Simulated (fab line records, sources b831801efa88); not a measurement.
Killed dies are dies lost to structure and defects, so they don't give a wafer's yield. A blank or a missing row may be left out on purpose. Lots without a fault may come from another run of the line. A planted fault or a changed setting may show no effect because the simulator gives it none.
Which tool did it? | flow sky130 | 12 lots, 36 wafers sampled, at 5 steps of a route of 708

WHAT THE GAUGES READ, wafer by wafer
The record holds no reading of a measuring or inspecting step that can be judged against a usual standard deviation.

WHICH TOOL RAN EACH LOT (tool, then ch and the chambers of the sampled wafers, then the start)
lot  | SKY_CONTACT_CMP_27            | SKY_METAL2_SPUTTER_01        | SKY_METAL2_DEVELOP_14             | SKY_VIA2_ETCH_15                   | SKY_PAD_OPEN_PROBE_99
L317 | cmp-02 ch 0,1, day 31 23:32   | pvd_sputter-01, day 34 09:25 | litho_track-01 ch 0, day 35 08:00 | rie_diel-02 ch 1,3, day 36 22:12   | -
L318 | cmp-01 ch 0,3, day 32 09:40   | pvd_sputter-04, day 35 18:23 | litho_track-04 ch 0, day 36 08:00 | rie_diel-04 ch 0,3, day 37 10:37   | -
L319 | cmp-02 ch 1,2,3, day 32 13:49 | pvd_sputter-04, day 35 19:21 | litho_track-01 ch 0, day 36 11:00 | rie_diel-02 ch 1,2,3, day 37 13:38 | -
L323 | cmp-02 ch 0,1,2, day 33 22:01 | pvd_sputter-01, day 36 16:50 | litho_track-03 ch 0, day 37 17:00 | rie_diel-04 ch 0,2,3, day 38 20:32 | -
L328 | cmp-01 ch 0,2,3, day 36 00:28 | pvd_sputter-04, day 38 03:32 | litho_track-03 ch 0, day 39 04:00 | rie_diel-03 ch 1,2,3, day 40 07:16 | -
L330 | cmp-01 ch 0,2,3, day 36 21:36 | pvd_sputter-04, day 39 03:47 | litho_track-01 ch 0, day 40 04:00 | rie_diel-03 ch 1,2,3, day 41 06:20 | -
L329 | cmp-01 ch 1,2,3, day 36 22:50 | pvd_sputter-04, day 39 05:13 | litho_track-03 ch 0, day 40 06:00 | rie_diel-03 ch 0,3, day 41 09:43   | -
L332 | cmp-02 ch 2,3, day 36 23:52   | pvd_sputter-01, day 39 05:17 | litho_track-04 ch 0, day 40 06:00 | rie_diel-02 ch 0,1,3, day 41 10:04 | -
L334 | cmp-02 ch 0,2, day 37 19:47   | pvd_sputter-01, day 40 01:54 | litho_track-01 ch 0, day 41 01:00 | rie_diel-04 ch 0,1,2, day 42 03:53 | -
L335 | cmp-02 ch 1,2,3, day 38 00:50 | pvd_sputter-01, day 40 07:47 | litho_track-04 ch 0, day 41 08:00 | rie_diel-04 ch 0,1, day 42 10:50   | -
L337 | cmp-01 ch 0,2,3, day 38 18:18 | pvd_sputter-04, day 40 22:01 | litho_track-01 ch 0, day 41 21:00 | rie_diel-02 ch 0,2,3, day 42 22:59 | prober-02, day 50 21:01
L338 | cmp-02 ch 2,3, day 39 02:16   | pvd_sputter-04, day 41 07:38 | litho_track-04 ch 0, day 42 08:00 | rie_diel-04 ch 0,1,2, day 43 10:34 | -
- SKY_CONTACT_CMP_27: polishes, stops on SiO2, t overpolish 15 s, target thk 0 nm.
- SKY_METAL2_SPUTTER_01: material TiN, target thk 20 nm, time 16.7 s.
- SKY_METAL2_DEVELOP_14: develop time 60 s.
- SKY_VIA2_ETCH_15: etches SiO2 in C4F8/O2/Ar, stops on TiN, target depth 546 nm, time 84 s.
- SKY_PAD_OPEN_PROBE_99

WHAT THE TOOLS THEMSELVES READ (means of the sampled wafers that have a number; where no wafer has one, the mark that the record gives instead)
SKY_CONTACT_CMP_27. Usual: motor_current_A 11.1 A, standard deviation 1.3; overpolish_run_s 15.000 s, standard deviation 0.0093; time_to_endpoint_s 82 s, standard deviation 4.1.
lot  | tool   | motor_current_A (A) | overpolish_run_s (s) | time_to_endpoint_s (s) | flag
L317 | cmp-02 | 12.0                | 15.011               | 83                     |
L318 | cmp-01 | 10.5                | 14.993               | 85                     |
L319 | cmp-02 | 10.5                | 15.003               | 80                     |
L323 | cmp-02 | 11.4                | 14.991               | 84                     |
L328 | cmp-01 | 10.3                | 14.994               | 83                     |
L330 | cmp-01 | 10.1                | 14.989               | 83                     |
L329 | cmp-01 | 11.3                | 15.000               | 86                     |
L332 | cmp-02 | 9.7                 | 14.995               | 76                     |
L334 | cmp-02 | 11.2                | 14.999               | 82                     |
L335 | cmp-02 | 10.6                | 14.993               | 84                     |
L337 | cmp-01 | 10.6                | 15.003               | 83                     |
L338 | cmp-02 | 9.9                 | 14.993               | 81                     |

SKY_METAL2_SPUTTER_01. Usual: throttle_valve_pct 30.2 %, standard deviation 0.93.
lot  | tool           | throttle_valve_pct (%) | flag
L317 | pvd_sputter-01 | 30.5                   |
L318 | pvd_sputter-04 | 29.9                   |
L319 | pvd_sputter-04 | 29.6                   |
L323 | pvd_sputter-01 | 30.1                   |
L328 | pvd_sputter-04 | 30.0                   |
L330 | pvd_sputter-04 | 30.5                   |
L329 | pvd_sputter-04 | 30.1                   |
L332 | pvd_sputter-01 | 30.1                   |
L334 | pvd_sputter-01 | 30.4                   |
L335 | pvd_sputter-01 | 30.6                   |
L337 | pvd_sputter-04 | 30.5                   |
L338 | pvd_sputter-04 | 30.6                   |

SKY_METAL2_DEVELOP_14. Usual: developer_temp_C 20.98 C, standard deviation 0.11; resist_line_temp_C 22.99 C, standard deviation 0.12.
lot  | tool           | developer_temp_C (C) | resist_line_temp_C (C) | flag
L317 | litho_track-01 | 20.74                | 23.01                  |
L318 | litho_track-04 | 20.99                | 22.99                  |
L319 | litho_track-01 | 20.94                | 22.93                  |
L323 | litho_track-03 | 20.86                | 22.95                  |
L328 | litho_track-03 | 21.77                | 23.08                  | OFF
L330 | litho_track-01 | 21.02                | 22.84                  |
L329 | litho_track-03 | 21.86                | 23.10                  | OFF
L332 | litho_track-04 | 20.98                | 22.88                  |
L334 | litho_track-01 | 21.05                | 22.89                  |
L335 | litho_track-04 | 20.85                | 23.08                  |
L337 | litho_track-01 | 21.09                | 23.09                  |
L338 | litho_track-04 | 20.99                | 22.98                  |

SKY_VIA2_ETCH_15. Usual: chamber_pressure_mTorr 40.00 mTorr, standard deviation 0.039; oes_product_au 0.939 a.u., standard deviation 0.0046.
lot  | tool        | chamber_pressure_mTorr (mTorr) | oes_product_au (a.u.) | flag
L317 | rie_diel-02 | 40.03                          | 0.941                 |
L318 | rie_diel-04 | 40.00                          | 0.939                 |
L319 | rie_diel-02 | 40.00                          | 0.938                 |
L323 | rie_diel-04 | 40.00                          | 0.939                 |
L328 | rie_diel-03 | 39.98                          | 0.937                 |
L330 | rie_diel-03 | 40.00                          | 0.933                 |
L329 | rie_diel-03 | 40.01                          | 0.942                 |
L332 | rie_diel-02 | 39.94                          | 0.941                 |
L334 | rie_diel-04 | 39.97                          | 0.940                 |
L335 | rie_diel-04 | 40.04                          | 0.936                 |
L337 | rie_diel-02 | 39.97                          | 0.938                 |
L338 | rie_diel-04 | 40.02                          | 0.939                 |

SKY_PAD_OPEN_PROBE_99. Usual: defect_limited_yield 82.8 %, standard deviation 1.8; killed_at_M0_to_M3 42, standard deviation 5.8; killed_at_M4_up 3.0, standard deviation 2; killed_at_contacts 24, standard deviation 5.5; killed_at_front_end 15, standard deviation 3.9; killed_at_other 0.3, standard deviation 0.54; killed_dies 85, standard deviation 8.8; killed_open 47, standard deviation 6.8; killed_short 38, standard deviation 5.9; sort_bin_3_pad_short 0.9 %, standard deviation 0.41; sort_bin_5_function 10.1 %, standard deviation 1.4; sort_bin_6_memory 6.2 %, standard deviation 1.2; sort_n_pass 407, standard deviation 8.8; sort_yield_pct 82.8 %, standard deviation 1.8.
lot  | tool      | defect_limited_yield (%) | killed_at_M0_to_M3 | killed_at_M4_up | killed_at_contacts | killed_at_front_end | killed_at_other | killed_dies | killed_open | killed_short | sort_bin_3_pad_short (%) | sort_bin_5_function (%) | sort_bin_6_memory (%) | sort_n_pass | sort_yield_pct (%) | flag
L337 | prober-02 | 82.4                     | 39                 | 2.7             | 31                 | 13                  | 0.7             | 86          | 53          | 32           | 0.6                      | 10.1                    | 6.8                   | 406         | 82.4               |

THE ANSWER, worked out from the rows above alone
Rule: a lot is off if the mean of its wafers that have a number lies more than 3 standard deviations from the usual mean. A lot without any number at a reading at which 4 lots or more have one is off too. The other lots that the step has rows for count as sound. The gauges are gone through in route order, then the tools' own readings, and for those a lot's mean is taken as printed above. The first step at which some lot is off is used, and at that step the reading that is off furthest; a lot without a number counts as furthest.
Off: L328, L329, at SKY_METAL2_DEVELOP_14 (developer_temp_C).
A tool fits if, at that step or a process step before it, it ran every lot that is off, and no sound lot after the first of them. One fits: litho_track-03 at SKY_METAL2_DEVELOP_14. Its last sound lot is L323 (day 37 17:00), its first lot that is off L328 (day 39 04:00): a fault that began between those two fits.
The tool's own readings at SKY_METAL2_DEVELOP_14 bear it out: on the lots that are off they differ by more than 5 times the standard deviation of the sound lots' means. developer_temp_C reads 21.81 C there against 20.95 C on the sound lots.

WHAT THE SIMULATOR HAD PUT IN
Process parameter drift: litho_track-03, from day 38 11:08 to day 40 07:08, at SKY_METAL2_DEVELOP_14. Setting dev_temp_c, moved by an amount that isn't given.
Lots struck among those shown: L328, L329. The rule above found the same.
